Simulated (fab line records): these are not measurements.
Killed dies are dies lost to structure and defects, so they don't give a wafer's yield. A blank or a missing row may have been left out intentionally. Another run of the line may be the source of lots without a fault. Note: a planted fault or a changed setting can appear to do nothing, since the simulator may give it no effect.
8D (eight disciplines) problem report, filled in by code ; flow gf180mcu ; the parts of the form that need people (team, actions taken, sign-off) are left out

== 1. PROBLEM STATEMENT ==
tilt_deg at GF_NSD_IMPLANT_09 reads a mean of 8.562 degrees on 6 wafers of 2 lots; wafers without a fault read 7.001 degrees with a standard deviation of 0.022. That is +71 standard deviations from the usual mean.
Seen first at day 16 13:16 on implanter-03, wafer L223.1. The record holds 42 wafers of 14 lots with a number at this step. Rule for "out" (also "out of limits"): further than 4 standard deviations from the usual mean. The rest of the wafers with a number are treated as sound.

== 2. WHAT IT IS AND WHAT IT IS NOT ==
question;is;is not
which readings at this step;tilt_deg;-
which lots;L223, L224;L214, L215, L216, L217, L218, L221, L230, L231, L232, L235, L236, L237
which wafers of those lots;all that have a number;-
read on which tools;implanter-03;implanter-01, implanter-04
when;from day 16 13:16;"up to then (18 sound wafers); but 18 sound wafers of L230, L231, L232, L235, L236, L237 came after"

== 3. THE SUSPECTS, EACH WITH WHAT RULES IT OUT ==
Counting: any tool at a process step up to the reading is kept as a suspect provided that every lot that is out went through it and no sound lot did after the first of them.
- implanter-03 at GF_NSD_IMPLANT_09: ruled out as a lasting fault. Following L223 (day 16 13:16), the first lot on it that is out, the sound lots L235, L237 were run on it.
Left after counting: nothing in the record.

== 4. THE CAUSE (what the simulator had put in) ==
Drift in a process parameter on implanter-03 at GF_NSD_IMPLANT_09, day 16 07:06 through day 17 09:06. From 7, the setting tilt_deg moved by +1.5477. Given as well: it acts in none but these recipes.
Counting ruled it out, wrongly.

== 5. THE EFFECT CHAIN, in route order ==
Rows list readings where the struck wafers' mean (over those with a number) sits beyond 3 standard deviations from the usual. Scope: only readings with a usual standard deviation given in the record; hours: median across lots of the time from each lot's start at the first step in this table that gives one to its start at this step; sigmas: change in usual standard deviations.
hours;step;reading;usual;on struck wafers;change;sigmas
0;GF_NSD_IMPLANT_09;tilt_deg;7.001 degrees;8.562;+1.561;+71
It contains these process steps:
- GF_NSD_IMPLANT_09
Later steps that measure or inspect, where all struck wafers having a row at the step show a number for every such reading and not one has moved that far: GF_NSD_TW_MEAS_12.

== 6. WHAT WOULD HAVE CAUGHT IT SOONER ==
6 hours passed between the start of the fault at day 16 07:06 and the first reading out of limits in this record, taken at day 16 13:16.
